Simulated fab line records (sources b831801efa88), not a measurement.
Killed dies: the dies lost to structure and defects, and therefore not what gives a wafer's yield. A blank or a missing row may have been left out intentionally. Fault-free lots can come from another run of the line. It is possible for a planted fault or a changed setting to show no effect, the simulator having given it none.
Which tool is to blame? | flow gf180mcu | 6 lots with 18 wafers sampled at 2 steps, on a route of 602 steps

## WHAT THE GAUGES SHOWED, per wafer
GF_HV_LDD_CD_MEAS_31: target cd 400 nm.
lot  | measured     | on        | cd_nm (nm)
L172 | day 12 20:24 | cd_sem-02 | 401.9 399.7 400.8
L174 | day 13 02:49 | cd_sem-02 | 399.6 397.0 400.6
L177 | day 14 02:40 | cd_sem-01 | - - -
L187 | day 17 01:03 | cd_sem-01 | 399.9 403.0 402.4
L191 | day 18 03:53 | cd_sem-01 | 401.3 401.6 402.1
L193 | day 18 15:28 | cd_sem-01 | 399.4 398.5 397.5

## WHICH TOOL RAN EACH LOT (tool, then ch and the chambers of the sampled wafers, then the start)
lot  | GF_HV_LDD_DEVELOP_30
L172 | litho_track-04 ch 0, day 12 20:11
L174 | litho_track-03 ch 0, day 13 02:40
L177 | litho_track-04 ch 0, day 14 02:31
L187 | litho_track-03 ch 0, day 17 00:55
L191 | litho_track-04 ch 0, day 18 03:44
L193 | litho_track-02 ch 0, day 18 15:20
- GF_HV_LDD_DEVELOP_30: develop time 60 s.

## THE ANSWER, worked out from the rows above alone
Rule: usual is defined by the lots themselves. Put in order of their means at a reading, lots are off if they are a third of the lots or fewer, leave a main group of 4 or more, and stand apart from it by a gap of 3 or more times the standard deviation of the main group's means; of several such gaps the widest counts. A main group is skipped when, at the precision printed for the reading in the tables above, its means are all equal. A lot without any number at a reading at which 4 lots or more have one is off too. Where the step has rows for the other lots, those lots are counted as sound.
Off: L177, at GF_HV_LDD_CD_MEAS_31 (cd_nm). Without a number there: L177. Mean 400.4 nm and standard deviation 1.4 in the main group.
If a tool, at a process step before that reading, ran all the lots that are off and no sound lot after the first of them, it fits. Those tools and the gauges at GF_HV_LDD_CD_MEAS_31 are tried in the same way. None of those tried fits.

## WHAT THE SIMULATOR HAD INSERTED
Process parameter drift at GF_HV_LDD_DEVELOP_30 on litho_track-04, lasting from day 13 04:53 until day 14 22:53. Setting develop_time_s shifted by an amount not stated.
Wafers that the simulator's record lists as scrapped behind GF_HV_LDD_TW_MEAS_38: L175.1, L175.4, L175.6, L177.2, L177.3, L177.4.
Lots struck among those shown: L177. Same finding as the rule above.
